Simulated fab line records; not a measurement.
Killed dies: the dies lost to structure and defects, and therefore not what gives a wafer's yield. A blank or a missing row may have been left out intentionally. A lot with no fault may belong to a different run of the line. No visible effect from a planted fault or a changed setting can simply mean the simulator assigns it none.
Chamber matching + flow gf180mcu + cmp-02 running GF_V1_CMP_26: 4 sister chambers
The step polishes, stops on SiO2, t overpolish 15 s, target thk 0 nm. 14 wafers are shown with their chamber, then 7 later ones without.

== WAFERS, EACH WITH ITS CHAMBER ==
| wafer  | chamber | motor-current-A (A) | time-to-endpoint-s (s) | slurry-filter-dp-kPa (kPa) |
|--------|---------|---------------------|------------------------|----------------------------|
| L620.1 | 1       | 8.9                 | 89                     | 13.39                      |
| L620.2 | 2       | 15.0                | 97                     | 13.28                      |
| L620.5 | 1       | 8.7                 | 84                     | 13.47                      |
| L624.1 | 0       | 12.8                | 94                     | 13.47                      |
| L624.3 | 1       | 8.4                 | 87                     | 13.63                      |
| L624.6 | 0       | 13.4                | 97                     | 13.44                      |
| L625.3 | 3       | 13.3                | 91                     | 13.39                      |
| L625.5 | 2       | 14.8                | 96                     | 13.35                      |
| L625.6 | 1       | 8.6                 | 87                     | 13.63                      |
| L628.3 | 3       | 14.0                | 90                     | 13.38                      |
| L628.4 | 0       | 13.3                | 93                     | 13.40                      |
| L628.5 | 0       | 12.6                | 92                     | 13.67                      |
| L631.1 | 0       | 13.4                | 90                     | 13.68                      |
| L631.2 | 1       | 8.8                 | 84                     | 13.73                      |

SIGNATURES (averages over the wafers above)
| reading              | chamber 0 | chamber 1 | chamber 2 | chamber 3 | scatter within a chamber |
|----------------------|-----------|-----------|-----------|-----------|--------------------------|
| motor-current-A      | 13.100    | 8.680     | 14.900    | 13.650    | 0.312                    |
| time-to-endpoint-s   | 93.20     | 86.20     | 96.50     | 90.50     | 2.16                     |
| slurry-filter-dp-kPa | 13.5320   | 13.5700   | 13.3150   | 13.3850   | 0.122                    |
Rule: for a wafer and a chamber, the distance is found by dividing, reading by reading, the gap between the wafer's reading and the chamber's mean by the reading's scatter, squaring, summing and taking the root. If the next closest chamber is less than 2 further off than the closest, the wafer can't be placed; otherwise it belongs to the closest. The scatter: the root of (the sum of the squares of (reading less its chamber's mean) over the shown wafers, divided by (wafers less chambers)).

== WAFERS WITH NO CHAMBER GIVEN ==
| wafer  | motor-current-A (A) | time-to-endpoint-s (s) | slurry-filter-dp-kPa (kPa) |
|--------|---------------------|------------------------|----------------------------|
| L631.4 | 14.1                | 85                     | 13.46                      |
| L633.1 | 13.0                | 89                     | 13.46                      |
| L633.2 | 8.7                 | 83                     | 13.64                      |
| L633.4 | 15.0                | 86                     | 13.45                      |
| L635.2 | 8.7                 | 82                     | 13.48                      |
| L635.3 | 13.6                | 83                     | 13.11                      |
| L635.4 | 14.5                | 87                     | 13.28                      |

== THE CHAMBER EACH PASSED THROUGH ==
| wafer  | from the rows above     | in truth |
|--------|-------------------------|----------|
| L631.4 | 3                       | 3        |
| L633.1 | can't be placed: 0 or 3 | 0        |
| L633.2 | 1                       | 1        |
| L633.4 | can't be placed: 3 or 2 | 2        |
| L635.2 | 1                       | 1        |
| L635.3 | can't be placed: 3 or 0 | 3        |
| L635.4 | can't be placed: 3 or 2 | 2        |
Correctly placed: 3 of 7. These rows do not allow placing 4 (true chamber among the candidates in 4). 0 placed wrongly.
